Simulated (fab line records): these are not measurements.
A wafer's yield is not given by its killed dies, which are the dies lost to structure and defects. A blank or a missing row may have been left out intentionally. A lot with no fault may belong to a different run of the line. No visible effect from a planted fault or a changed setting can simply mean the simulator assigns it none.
fab line records | flow gf180mcu
record: lots: 24 wafers: 72 last-day: 34
route steps=602 shown M3@425 M4@462 MIM@506 V5@566 TOP_METAL@584
lots that met no fault: taken from a fault-free run of the same line
start-h: hours from the record's first day to the start of the lot's first wafer shown | wait-h: time in hours since the lot's previous step | " repeats the value in the row above | L1.1+2: one row covering several wafers at once | - value missing, or start not given | * or withheld: withheld | < > ~ a bound
route shown NAME@n: names a module that has steps shown in the file, with the first one's number in the route | usual: mean/standard deviation of fault-free wafers | same: alike in all rows | chamber/n: place in a boat | sites: per-site readings | _std_site: the values' standard deviation | _edge_site: outer sites' mean less inner sites' | radius-mm: how far each site lies from the wafer's centre | mask NAME#n: copy n | behind: the tool/chamber that last shaped the wafer | hold: why the lot was held/for how many hours/how that ended | device: the transistor (n, p or np) that didn't switch | end of line: the tests these same wafers got at the end of their route | where a step has no rows: the recipe by itself | killed: dies that structure and defects cost at the first sort, which is not the same as the wafer's yield | map: shows each die of a wafer: x if killed, . if not, _ if none is there
set.NAME: the setting that was run; set.NAME@STEP: the one run at that earlier step | model.NAME: the simulator's own value behind a step, which no gauge read
the route's steps for a sample of lots (tables are steps, rows are wafers)
services: the hour from which a tool's chamber was out of use, counted from the record's first day as start-h (under 0 if before that day), plus the number of hours and why
== steps ==
step: GF_M3_METAL_ETCH_16
recipe: chemistry: Cl2/BCl3 mask-material: KrF target-depth-nm: 627.5 stop-on: SiO2 pressure-mtorr: 8 icp-w: 800 bias-w: 140 Cl2_flow_sccm: 80 bcl3-flow-sccm: 40 time-s: 104.6
usual: chamber-pressure-mTorr: 8.000/0.0079 drypump-motor-current-A: 5.8/0.43 mfc-cl2-sccm: 79.98/0.24 oes-product-au: 0.972/0.0063 rf-fwd-power-W: 796.4/2.6 throttle-valve-pct: 28.250/0.01
columns lot.wafer tool chamber start-h wait-h chamber-pressure-mTorr drypump-motor-current-A mfc-cl2-sccm oes-product-au rf-fwd-power-W rf-hours-counter-h throttle-valve-pct
L074.2 rie-metal-01 1 492.01 0.0 7.993 6.0 79.95 0.968 794.6 8 28.268
L074.3 " 1 " " 8.021 6.0 79.96 0.981 793.0 - 28.256
L074.5 " 0 " " 8.009 5.0 79.96 0.976 795.0 - 28.236
L075.2 rie-metal-03 0 506.11 0.0 8.011 6.3 79.91 0.976 797.4 1 28.244
L075.4 " 0 " " 8.011 6.3 79.81 0.966 799.7 - 28.236
L075.5 " 0 " " 8.002 6.3 80.02 0.977 797.2 - 28.241
L076.2 rie-metal-03 1 514.97 0.0 8.004 5.5 80.36 0.971 798.8 1 28.269
L076.4 " 1 " " 7.994 5.5 80.08 0.981 795.2 - 28.249
L076.5 " 1 " " 7.998 5.5 79.87 0.976 799.1 - 28.239
L077.1 rie-metal-02 1 519.07 0.0 7.993 5.9 79.79 0.963 799.1 8 28.263
L077.4 " 1 " " 7.999 5.9 80.22 0.963 795.9 - 28.255
L077.6 " 1 " " 8.000 5.9 79.62 0.970 797.8 - 28.252
L078.2 rie-metal-02 0 531.51 0.0 8.010 6.0 79.79 0.975 794.9 6 28.249
L078.3 " 0 " " 8.004 6.0 79.99 0.981 799.2 - 28.251
L078.6 " 1 " " 8.009 5.9 79.90 0.969 795.9 - 28.258
L079.2 rie-metal-01 1 534.31 0.0 7.999 6.0 79.92 0.977 793.2 9 28.252
L079.3 " 0 " " 7.997 5.0 80.01 0.977 796.4 - 28.234
L079.6 " 1 " " 8.007 6.1 79.94 0.972 794.0 - 28.279
L080.3 rie-metal-03 1 549.30 0.1 8.004 5.5 79.94 0.968 798.6 - 28.254
L080.5 " 1 " " 7.993 5.5 80.00 0.973 798.6 - 28.258
L080.6 " 0 " " 7.999 6.3 80.21 0.974 797.0 - 28.241
L081.1 rie-metal-03 0 559.33 0.0 8.002 6.3 80.58 0.974 800.0 2 28.265
L081.3 " 0 " " 8.005 6.3 79.92 0.975 798.6 - 28.242
L081.5 " 0 " " 7.995 6.3 79.86 0.970 801.0 - 28.255
L082.1 rie-metal-01 0 575.75 0.0 8.002 5.0 80.11 0.970 796.6 12 28.261
L082.2 " 1 " " 7.989 6.0 79.85 0.975 795.1 10 28.257
L082.6 " 1 " " 8.003 6.0 79.71 0.967 795.2 - 28.251
L083.2 rie-metal-03 1 578.60 0.0 8.012 5.5 80.20 0.969 792.2 2 28.255
L083.4 " 1 " " 7.992 5.5 80.69 0.956 795.3 - 28.271
L083.5 " 1 " " 7.991 5.5 80.42 0.964 796.4 - 28.261
L084.3 rie-metal-01 1 582.94 0.1 8.010 6.0 79.62 0.979 797.2 - 28.252
L084.4 " 0 " " 7.993 5.0 80.26 0.981 794.6 - 28.242
L084.6 " 1 " " 8.001 6.0 79.70 0.982 793.8 - 28.229
L085.2 rie-metal-01 1 600.26 0.0 7.996 6.0 80.03 0.979 797.3 10 28.244
L085.3 " 1 " " 7.984 6.0 80.13 0.983 800.7 - 28.249
L085.5 " 1 " " 8.003 6.1 80.20 0.981 796.6 - 28.239
L086.1 rie-metal-01 0 606.06 0.0 8.023 5.0 80.04 0.988 789.7 13 28.248
L086.3 " 1 " " 8.019 6.0 79.96 0.977 798.7 - 28.245
L086.4 " 0 " " 7.999 5.0 79.61 0.968 793.6 - 28.250
L087.2 rie-metal-01 1 619.74 0.1 8.012 6.0 79.98 0.961 791.0 - 28.246
L087.5 " 1 " " 7.996 6.0 79.95 0.964 793.0 - 28.274
L087.6 " 1 " " 8.000 6.0 79.95 0.964 794.1 - 28.244
L089.2 rie-metal-01 1 625.64 0.1 7.988 6.0 80.14 0.971 790.7 - 28.265
L089.4 " 1 " " 8.000 6.0 79.93 0.975 795.2 - 28.254
L089.6 " 1 " " 7.983 6.0 79.91 0.969 795.8 - 28.254
L088.2 rie-metal-02 1 625.96 0.0 8.002 5.9 79.98 0.965 799.7 0 28.263
L088.3 " 0 " " 8.001 6.0 79.83 0.971 797.6 - 28.263
L088.6 " 1 " " 8.003 5.9 80.06 0.965 796.2 - 28.239
L090.2 rie-metal-01 1 627.95 0.1 8.008 6.0 79.88 0.965 795.8 - 28.251
L090.3 " 1 " " 7.986 6.0 80.19 0.977 792.8 - 28.236
L090.4 " 1 " " 8.009 6.0 80.03 0.975 797.7 - 28.249
L092.2 rie-metal-02 0 645.30 0.0 8.005 6.0 79.76 0.974 794.8 10 28.246
L092.3 " 1 " " 7.996 5.9 80.30 0.979 799.1 - 28.237
L092.5 " 0 " " 8.011 6.0 80.34 0.982 798.4 - 28.238
L091.1 rie-metal-01 0 646.41 0.0 7.997 5.0 80.03 0.965 794.1 0 28.247
L091.2 " 1 " " 7.995 6.1 80.24 0.966 799.0 13 28.276
L091.4 " 1 " " 7.984 6.1 80.08 0.976 795.4 - 28.265
L093.1 rie-metal-03 1 649.50 0.0 8.002 5.5 80.05 0.964 797.6 4 28.248
L093.3 " 1 " " 7.998 5.5 79.95 0.969 793.2 - 28.255
L093.6 " 0 " " 8.004 6.3 79.71 0.976 800.9 - 28.260
L094.2 rie-metal-03 1 655.71 0.0 8.001 5.5 79.41 0.971 795.4 4 28.251
L094.5 " 0 " " 7.998 6.3 80.10 0.977 801.1 - 28.256
L094.6 " 1 " " 7.998 5.5 79.54 0.978 797.0 - 28.256
L095.2 rie-metal-01 0 665.55 0.0 8.010 5.0 79.90 0.979 799.3 1 28.236
L095.4 " 0 " " 7.988 5.0 80.03 0.967 799.6 - 28.245
L095.6 " 0 " " 8.008 5.0 79.31 0.975 801.3 - 28.249
L096.3 rie-metal-03 1 671.49 0.1 7.987 5.6 80.35 0.975 790.8 - 28.264
L096.4 " 0 " " 7.995 6.3 79.98 0.975 798.6 - 28.248
L096.5 " 1 " " 7.996 5.5 80.23 0.969 789.0 - 28.248
L097.1 rie-metal-03 0 675.96 0.0 8.004 6.3 79.50 0.970 797.3 6 28.259
L097.4 " 0 " " 8.004 6.3 80.19 0.968 793.4 - 28.256
L097.5 " 0 " " 8.013 6.3 80.17 0.974 798.3 - 28.256
step: GF_M4_THK_MEAS_06
recipe: thk-meas-gauge: xrf reads: AlCu_of_M4_SPUTTER_02
usual: M4_ALCU_THK: 453/4
columns lot.wafer tool chamber start-h wait-h M4_ALCU_THK[nm]
L074.2 film-metro-04 - 518.60 0.1 460
L074.3 " - " " 454
L074.5 " - " " 454
L075.2 film-metro-02 - 532.29 0.1 457
L075.4 " - " " 461
L075.5 " - " " 460
L076.2 film-metro-01 - 541.41 0.1 447
L076.4 " - " " 454
L076.5 " - " " 441
L077.1 film-metro-04 - 544.37 0.1 449
L077.4 " - " " 450
L077.6 " - " " 446
L078.2 film-metro-04 - 557.33 0.1 449
L078.3 " - " " 447
L078.6 " - " " 447
L079.2 film-metro-01 - 559.61 0.1 450
L079.3 " - " " 452
L079.6 " - " " 451
L080.3 film-metro-01 - 578.07 0.1 451
L080.5 " - " " 448
L080.6 " - " " 452
L081.1 film-metro-01 - 583.44 0.1 452
L081.3 " - " " 451
L081.5 " - " " 451
L082.1 film-metro-04 - 600.36 0.1 457
L082.2 " - " " 452
L082.6 " - " " 454
L083.2 film-metro-04 - 603.55 0.1 448
L083.4 " - " " 447
L083.5 " - " " 449
L084.3 film-metro-01 - 608.27 0.1 454
L084.4 " - " " 455
L084.6 " - " " 453
L085.2 film-metro-02 - 624.87 0.1 454
L085.3 " - " " 454
L085.5 " - " " 454
L086.1 film-metro-01 - 629.69 0.1 451
L086.3 " - " " 451
L086.4 " - " " 458
L087.2 film-metro-02 - 643.49 0.1 455
L087.5 " - " " 452
L087.6 " - " " 455
L089.2 film-metro-01 - 649.16 0.1 459
L089.4 " - " " 454
L089.6 " - " " 457
L088.2 film-metro-04 - 649.72 0.1 448
L088.3 " - " " 458
L088.6 " - " " 455
L090.2 film-metro-02 - 651.10 0.1 454
L090.3 " - " " 458
L090.4 " - " " 460
L092.2 film-metro-02 - 668.87 0.1 455
L092.3 " - " " 452
L092.5 " - " " 455
L091.1 film-metro-01 - 669.39 0.1 452
L091.2 " - " " 457
L091.4 " - " " 453
L093.1 film-metro-02 - 672.44 0.1 450
L093.3 " - " " 449
L093.6 " - " " 449
L094.2 film-metro-02 - 678.51 0.1 453
L094.5 " - " " 450
L094.6 " - " " 451
L095.2 film-metro-01 - 687.85 0.1 458
L095.4 " - " " 457
L095.6 " - " " 459
L096.3 film-metro-02 - 694.83 0.1 453
L096.4 " - " " 450
L096.5 " - " " 455
L097.1 film-metro-04 - 698.07 0.1 457
L097.4 " - " " 456
L097.5 " - " " 458
step: GF_MIM_SPUTTER_03
recipe: material: Ti target-thk-nm: 10 substrate-temp-c: 300 chamber-pressure-pa: 0.3 power-w: 3000 time-s: 6.7
usual: throttle-valve-pct: 30.1/1.1
columns lot.wafer tool chamber start-h wait-h throttle-valve-pct
L074.2 pvd-sputter-03 - 566.25 0.0 29.9
L074.3 " - " " 30.6
L074.5 " - " " 30.3
L075.2 pvd-sputter-01 - 579.48 0.0 30.5
L075.4 " - " " 28.8
L075.5 " - " " 28.0
L076.2 pvd-sputter-02 - 585.46 0.0 28.7
L076.4 " - " " 31.3
L076.5 " - " " 30.7
L077.1 pvd-sputter-03 - 590.12 0.0 29.6
L077.4 " - " " 30.5
L077.6 " - " " 30.0
L078.2 pvd-sputter-02 - 604.86 0.0 30.0
L078.3 " - " " 31.6
L078.6 " - " " 28.8
L079.2 pvd-sputter-01 - 605.57 0.0 29.4
L079.3 " - " " 27.8
L079.6 " - " " 29.4
L080.3 pvd-sputter-03 - 623.11 0.0 31.8
L080.5 " - " " 30.6
L080.6 " - " " 31.8
L081.1 pvd-sputter-01 - 628.59 0.0 30.4
L081.3 " - " " 29.2
L081.5 " - " " 29.7
L082.1 pvd-sputter-03 - 644.25 0.0 29.6
L082.2 " - " " 31.8
L082.6 " - " " 29.8
L083.2 pvd-sputter-01 - 647.65 0.0 30.4
L083.4 " - " " 27.8
L083.5 " - " " 30.5
L084.3 pvd-sputter-03 - 651.50 0.0 30.1
L084.4 " - " " 31.6
L084.6 " - " " 29.9
L085.2 pvd-sputter-02 - 667.54 0.0 30.8
L085.3 " - " " 30.1
L085.5 " - " " 31.5
L086.1 pvd-sputter-02 - 672.50 0.0 31.6
L086.3 " - " " 30.8
L086.4 " - " " 30.8
L087.2 pvd-sputter-02 - 685.46 0.0 30.6
L087.5 " - " " 31.2
L087.6 " - " " 30.2
L089.2 pvd-sputter-03 - 691.03 0.0 29.7
L089.4 " - " " 31.8
L089.6 " - " " 31.9
L088.2 pvd-sputter-01 - 691.63 0.0 29.2
L088.3 " - " " 27.8
L088.6 " - " " 29.4
L090.2 pvd-sputter-03 - 693.73 0.0 31.8
L090.3 " - " " 29.5
L090.4 " - " " 30.0
L092.2 pvd-sputter-02 - 711.74 0.0 28.9
L092.3 " - " " 30.6
L092.5 " - " " 30.2
L091.1 pvd-sputter-03 - 712.04 0.0 31.8
L091.2 " - " " 30.4
L091.4 " - " " 29.9
L093.1 pvd-sputter-01 - 713.40 0.0 28.0
L093.3 " - " " 30.5
L093.6 " - " " 28.0
L094.2 pvd-sputter-03 - 717.15 0.0 32.0
L094.5 " - " " 30.5
L094.6 " - " " 29.7
L095.2 pvd-sputter-02 - 729.00 0.0 30.0
L095.4 " - " " 30.8
L095.6 " - " " 31.4
L096.3 pvd-sputter-01 - 733.70 0.0 27.9
L096.4 " - " " 29.2
L096.5 " - " " 27.9
L097.1 pvd-sputter-02 - 735.75 0.0 28.8
L097.4 " - " " 30.2
L097.5 " - " " 30.8
step: GF_MIM_SPUTTER_07
recipe: material: TiN target-thk-nm: 60 power-w: 6500 time-s: 50 chamber-pressure-pa: 0.4
usual: throttle-valve-pct: 29.9/1.1
columns lot.wafer tool chamber start-h wait-h throttle-valve-pct
L074.2 pvd-sputter-01 - 566.41 0.0 28.7
L074.3 " - " " 27.9
L074.5 " - " " 30.4
L075.2 pvd-sputter-03 - 579.63 0.0 29.7
L075.4 " - " " 29.7
L075.5 " - " " 29.8
L076.2 pvd-sputter-03 - 585.61 0.0 30.7
L076.4 " - " " 29.9
L076.5 " - " " 31.8
L077.1 pvd-sputter-01 - 590.28 0.1 29.3
L077.4 " - " " 28.6
L077.6 " - " " 28.0
L078.2 pvd-sputter-02 - 605.02 0.0 28.9
L078.3 " - " " 30.0
L078.6 " - " " 30.1
L079.2 pvd-sputter-02 - 605.73 0.0 28.7
L079.3 " - " " 30.3
L079.6 " - " " 30.9
L080.3 pvd-sputter-02 - 623.27 0.0 30.1
L080.5 " - " " 30.1
L080.6 " - " " 28.7
L081.1 pvd-sputter-02 - 628.74 0.1 30.9
L081.3 " - " " 30.2
L081.5 " - " " 28.6
L082.1 pvd-sputter-02 - 644.40 0.1 31.5
L082.2 " - " " 30.3
L082.6 " - " " 28.8
L083.2 pvd-sputter-03 - 647.80 0.0 30.7
L083.4 " - " " 31.9
L083.5 " - " " 29.6
L084.3 pvd-sputter-01 - 651.71 0.0 28.7
L084.4 " - " " 30.5
L084.6 " - " " 30.7
L085.2 pvd-sputter-03 - 667.69 0.0 30.4
L085.3 " - " " 29.8
L085.5 " - " " 29.8
L086.1 pvd-sputter-03 - 672.65 0.1 31.8
L086.3 " - " " 29.9
L086.4 " - " " 30.4
L087.2 pvd-sputter-01 - 685.61 0.0 28.6
L087.5 " - " " 29.4
L087.6 " - " " 30.4
L089.2 pvd-sputter-01 - 691.18 0.0 27.8
L089.4 " - " " 29.3
L089.6 " - " " 28.2
L088.2 pvd-sputter-01 - 691.78 0.0 27.8
L088.3 " - " " 29.2
L088.6 " - " " 27.9
L090.2 pvd-sputter-03 - 693.88 0.0 31.7
L090.3 " - " " 29.7
L090.4 " - " " 31.7
L092.2 pvd-sputter-01 - 711.89 0.0 29.6
L092.3 " - " " 30.5
L092.5 " - " " 30.5
L091.1 pvd-sputter-01 - 712.21 0.1 27.8
L091.2 " - " " 30.5
L091.4 " - " " 29.1
L093.1 pvd-sputter-02 - 713.55 0.1 29.0
L093.3 " - " " 31.5
L093.6 " - " " 30.1
L094.2 pvd-sputter-02 - 717.30 0.0 30.8
L094.5 " - " " 28.7
L094.6 " - " " 30.7
L095.2 pvd-sputter-03 - 729.15 0.0 30.0
L095.4 " - " " 29.8
L095.6 " - " " 30.6
L096.3 pvd-sputter-02 - 733.86 0.0 30.3
L096.4 " - " " 28.8
L096.5 " - " " 30.1
L097.1 pvd-sputter-01 - 735.90 0.1 28.8
L097.4 " - " " 29.4
L097.5 " - " " 30.6
step: GF_V5_CMP_26
recipe: stop-on: SiO2 down-force-psi: 3.5 platen-rpm: 60 t-overpolish-s: 15 target-thk-nm: 0 pad-velocity-m-s: 0.94248
usual: motor-current-A: 10.6/0.87 overpolish-run-s: 15.000/0.0086 time-to-endpoint-s: 83/3.6
columns lot.wafer tool chamber start-h wait-h motor-current-A overpolish-run-s time-to-endpoint-s
L074.2 cmp-01 3 631.26 0.0 10.3 15.002 79
L074.3 " 2 " " 13.0 14.995 82
L074.5 " 3 " " 10.0 15.000 81
L075.4 cmp-02 2 646.06 0.0 10.4 15.003 82
L075.2 " 1 " " 11.5 15.008 85
L075.5 " 3 " " 10.1 15.005 85
L076.4 cmp-02 1 651.46 0.1 11.8 14.994 83
L076.2 " 2 " " 11.0 14.983 84
L076.5 " 1 " " 11.7 15.005 83
L077.1 cmp-01 1 654.88 0.1 10.4 15.005 78
L077.4 " 3 " " 10.7 15.004 79
L077.6 " 1 " " 11.0 14.994 81
L078.2 cmp-01 0 669.54 0.0 9.9 14.999 84
L078.3 " 1 " " 10.9 14.997 84
L078.6 " 1 " " 10.7 15.002 81
L079.2 cmp-01 0 669.84 0.1 9.7 15.001 81
L079.3 " 3 " " 10.0 14.998 78
L079.6 " 0 " " 9.9 14.992 80
L080.3 cmp-01 0 685.62 0.0 9.8 14.999 79
L080.5 " 0 " " 10.0 15.007 82
L080.6 " 1 " " 10.4 15.003 78
L081.3 cmp-01 1 690.86 0.1 10.5 15.011 81
L081.1 " 3 " " 10.6 14.993 81
L081.5 " 2 " " 12.9 15.004 79
L082.1 cmp-02 3 708.03 3.7 10.7 15.011 85
L082.2 " 1 " " 11.4 15.008 88
L082.6 " 2 " " 9.9 15.008 86
L083.2 cmp-02 2 711.03 1.9 10.4 15.003 89
L083.4 " 3 " " 10.7 14.999 87
L083.5 " 1 " " 11.5 15.013 87
L084.4 cmp-01 1 712.82 0.1 10.8 14.982 83
L084.3 " 3 " " 10.0 14.996 80
L084.6 " 1 " " 11.0 15.004 88
L085.2 cmp-02 2 728.34 0.1 10.3 15.020 87
L085.3 " 3 " " 10.6 15.012 87
L085.5 " 1 " " 11.3 14.993 86
L086.1 cmp-01 2 731.43 0.2 12.7 15.013 76
L086.3 " 0 " " 9.3 14.998 79
L086.4 " 1 " " 10.4 14.999 81
L087.2 cmp-02 2 741.94 0.0 9.9 15.006 92
L087.6 " 2 " " 10.6 15.016 91
L087.5 " 3 " " 10.8 15.009 92
L089.4 cmp-01 3 747.60 0.0 10.7 15.000 76
L089.2 " 1 " " 10.2 15.010 84
L089.6 " 3 " " 10.1 14.999 77
L088.3 cmp-01 2 748.90 0.1 12.9 15.003 80
L088.2 " 0 " " 9.6 14.995 83
L088.6 " 1 " " 10.9 15.006 85
L090.2 cmp-02 0 752.38 1.2 9.7 14.988 82
L090.3 " 1 " " 11.1 14.993 82
L090.4 " 2 " " 10.1 14.987 86
L092.3 cmp-02 0 767.82 0.1 9.6 15.003 80
L092.2 " 1 " " 11.7 15.002 79
L092.5 " 3 " " 10.6 15.011 78
L091.2 cmp-02 2 768.51 0.0 10.4 15.009 85
L091.4 " 3 " " 10.7 15.013 81
L091.1 " 0 " " 10.2 15.003 86
L093.3 cmp-02 1 769.47 0.0 11.7 15.007 82
L093.1 " 0 " " 9.8 15.004 83
L093.6 " 1 " " 11.0 14.996 84
L094.2 cmp-01 3 775.40 0.4 10.2 15.009 84
L094.6 " 1 " " 10.7 14.992 81
L094.5 " 2 " " 12.8 14.984 84
L095.4 cmp-02 0 781.47 0.1 10.3 14.996 85
L095.2 " 2 " " 9.8 15.008 84
L095.6 " 3 " " 10.5 14.987 84
L096.4 cmp-02 0 787.50 0.0 10.4 14.995 86
L096.3 " 2 " " 10.4 15.004 86
L096.5 " 0 " " 10.0 14.997 88
L097.4 cmp-02 3 788.97 0.0 11.4 14.996 83
L097.1 " 2 " " 10.6 15.013 85
L097.5 " 0 " " 9.9 14.989 82
step: GF_TOP_METAL_STRIP_17
recipe: chemistry: O2/N2 power-w: 1400 pressure-mtorr: 1500 platen-temp-c: 250 o2-flow-sccm: 3000 n2-flow-sccm: 300 overash-fraction: 0.5
usual: chamber-pressure-mTorr: 1499.9/1.3 drypump-motor-current-A: 5.7/0.4 heater-power-w: 322/33 oes-product-au: 0.710/0.0043 strip-time-to-endpoint-s: 13.51/0.086
columns lot.wafer tool chamber start-h wait-h chamber-pressure-mTorr drypump-motor-current-A heater-power-w oes-product-au rf-hours-counter-h strip-time-to-endpoint-s
L074.2 plasma-asher-04 1 652.46 0.1 1498.4 5.8 317 0.714 93 13.30
L074.3 " 1 " " 1499.9 5.8 314 0.706 - 13.31
L074.5 " 0 " " 1500.5 5.2 279 0.718 - 13.26
L075.2 plasma-asher-03 0 666.11 0.1 1499.7 6.0 302 0.708 25 13.65
L075.4 " 1 " " 1501.5 5.4 377 0.714 - 13.59
L075.5 " 0 " " 1499.9 6.0 295 0.703 - 13.56
L076.2 plasma-asher-01 0 671.93 0.1 1502.2 6.2 303 0.711 99 13.37
L076.4 " 0 " " 1500.5 6.1 303 0.719 - 13.34
L076.5 " 0 " " 1501.1 6.1 311 0.701 - 13.51
L077.1 plasma-asher-03 1 675.52 0.2 1501.0 5.4 372 0.717 27 13.53
L077.4 " 1 " " 1501.0 5.4 372 0.711 - 13.55
L077.6 " 0 " " 1498.6 6.0 297 0.712 - 13.56
L078.2 plasma-asher-01 0 689.82 0.1 1498.4 6.1 305 0.706 101 13.55
L078.3 " 1 " " 1498.8 5.2 334 0.711 - 13.56
L078.6 " 1 " " 1498.7 5.2 332 0.711 - 13.61
L079.2 plasma-asher-03 1 690.12 0.1 1498.8 5.4 364 0.705 28 13.57
L079.3 " 1 " " 1500.4 5.4 371 0.712 - 13.56
L079.6 " 1 " " 1501.5 5.4 370 0.709 - 13.61
L080.3 plasma-asher-01 0 705.18 0.2 1500.7 6.2 301 0.711 - 13.51
L080.5 " 1 " " 1502.4 5.2 335 0.711 - 13.59
L080.6 " 0 " " 1498.8 6.1 306 0.705 - 13.56
L081.1 plasma-asher-03 1 710.46 0.3 1498.1 5.4 379 0.705 30 13.40
L081.3 " 0 " " 1500.0 6.0 295 0.710 - 13.43
L081.5 " 0 " " 1500.6 6.1 304 0.711 - 13.46
L082.1 plasma-asher-03 1 725.86 0.1 1500.4 5.4 372 0.717 32 13.57
L082.2 " 0 " " 1497.5 6.0 304 0.712 32 13.52
L082.6 " 0 " " 1498.0 6.1 299 0.708 - 13.57
L083.2 plasma-asher-01 0 729.73 0.2 1502.0 6.1 302 0.707 106 13.40
L083.4 " 0 " " 1500.8 6.1 298 0.713 - 13.41
L083.5 " 1 " " 1501.7 5.2 340 0.706 - 13.43
L084.3 plasma-asher-03 1 731.71 0.1 1500.0 5.4 379 0.714 - 13.60
L084.4 " 0 " " 1500.6 6.0 292 0.706 - 13.55
L084.6 " 1 " " 1498.4 5.4 374 0.704 - 13.59
L085.2 plasma-asher-03 0 746.96 0.1 1500.9 6.0 304 0.716 34 13.46
L085.3 " 1 " " 1500.3 5.4 377 0.718 - 13.52
L085.5 " 0 " " 1501.2 6.1 305 0.711 - 13.46
L086.1 plasma-asher-03 1 749.02 0.1 1500.0 5.4 364 0.717 34 13.58
L086.3 " 1 " " 1498.5 5.4 388 0.708 - 13.46
L086.4 " 0 " " 1497.5 6.0 310 0.713 - 13.61
L087.2 plasma-asher-01 0 759.16 0.1 1501.4 6.2 287 0.717 2 13.56
L087.5 " 0 " " 1496.3 6.1 287 0.715 - 13.49
L087.6 " 1 " " 1498.1 5.2 337 0.713 - 13.46
L089.2 plasma-asher-01 0 764.11 0.1 1501.5 6.1 285 0.712 2 13.52
L089.4 " 1 " " 1503.6 5.2 326 0.712 - 13.58
L089.6 " 1 " " 1503.0 5.2 328 0.710 - 13.49
L088.2 plasma-asher-01 1 765.16 0.1 1500.8 5.2 316 0.716 2 13.50
L088.3 " 1 " " 1501.0 5.2 333 0.707 - 13.34
L088.6 " 1 " " 1500.4 5.2 328 0.705 - 13.34
L090.2 plasma-asher-01 1 770.01 0.1 1499.4 5.2 327 0.714 3 13.54
L090.3 " 1 " " 1500.8 5.2 333 0.721 - 13.56
L090.4 " 0 " " 1499.6 6.1 289 0.712 - 13.62
L092.2 plasma-asher-01 0 784.83 0.1 1498.3 6.2 280 0.706 4 13.57
L092.3 " 1 " " 1498.7 5.2 335 0.714 - 13.58
L092.5 " 0 " " 1500.7 6.1 287 0.707 - 13.61
L091.1 plasma-asher-04 0 785.61 0.1 1500.7 5.2 277 0.706 106 13.55
L091.2 " 1 " " 1499.4 5.8 317 0.711 106 13.57
L091.4 " 0 " " 1498.5 5.2 280 0.708 - 13.58
L093.1 plasma-asher-03 1 786.18 0.1 1501.7 5.4 369 0.712 38 13.55
L093.3 " 0 " " 1500.4 6.0 294 0.712 - 13.49
L093.6 " 0 " " 1498.6 6.0 302 0.714 - 13.54
L094.2 plasma-asher-01 0 792.01 0.1 1502.1 6.1 283 0.716 5 13.55
L094.5 " 1 " " 1499.2 5.2 323 0.708 - 13.40
L094.6 " 0 " " 1499.3 6.1 289 0.706 - 13.58
L095.2 plasma-asher-04 1 797.57 0.1 1500.5 5.8 310 0.711 107 13.59
L095.4 " 1 " " 1498.6 5.8 313 0.714 - 13.50
L095.6 " 1 " " 1499.4 5.8 313 0.704 - 13.54
L096.3 plasma-asher-03 0 803.70 0.1 1500.3 6.0 308 0.708 - 13.52
L096.4 " 1 " " 1499.8 5.4 377 0.715 - 13.55
L096.5 " 0 " " 1498.9 6.1 298 0.710 - 13.56
L097.1 plasma-asher-03 1 805.43 0.1 1500.5 5.4 372 0.704 40 13.55
L097.4 " 0 " " 1498.6 6.0 304 0.710 - 13.45
L097.5 " 0 " " 1500.1 6.0 303 0.707 - 13.54
== services ==
columns tool chamber start-h hours kind
cmp-02 - 476.17 4.2 pm
cmp-01 - 487.98 3.7 pm
cmp-01 - 492.55 3.7 repair
cmp-01 - 505.17 1.8 repair
cmp-01 - 568.48 1.1 repair
cmp-01 - 572.00 4.0 pm
cmp-02 - 606.74 4.2 repair
cmp-01 - 608.89 0.6 repair
cmp-02 - 625.74 1.2 repair
cmp-02 - 653.98 0.7 repair
rie-metal-01 - 655.80 1.4 pm
pvd-sputter-01 - 663.52 0.7 repair
cmp-01 - 673.59 3.1 repair
pvd-sputter-01 - 676.78 0.7 repair
cmp-02 - 678.44 1.3 repair
cmp-02 - 686.00 21.7 repair
pvd-sputter-02 - 690.16 10.4 repair
rie-metal-01 1 695.52 1.8 repair
pvd-sputter-03 - 702.58 3.2 repair
cmp-01 - 703.41 7.3 repair
cmp-02 - 724.27 2.3 repair
cmp-02 - 744.53 4.0 pm
pvd-sputter-03 - 763.59 1.3 repair
cmp-02 - 793.46 5.4 pm
== key ==
fault none
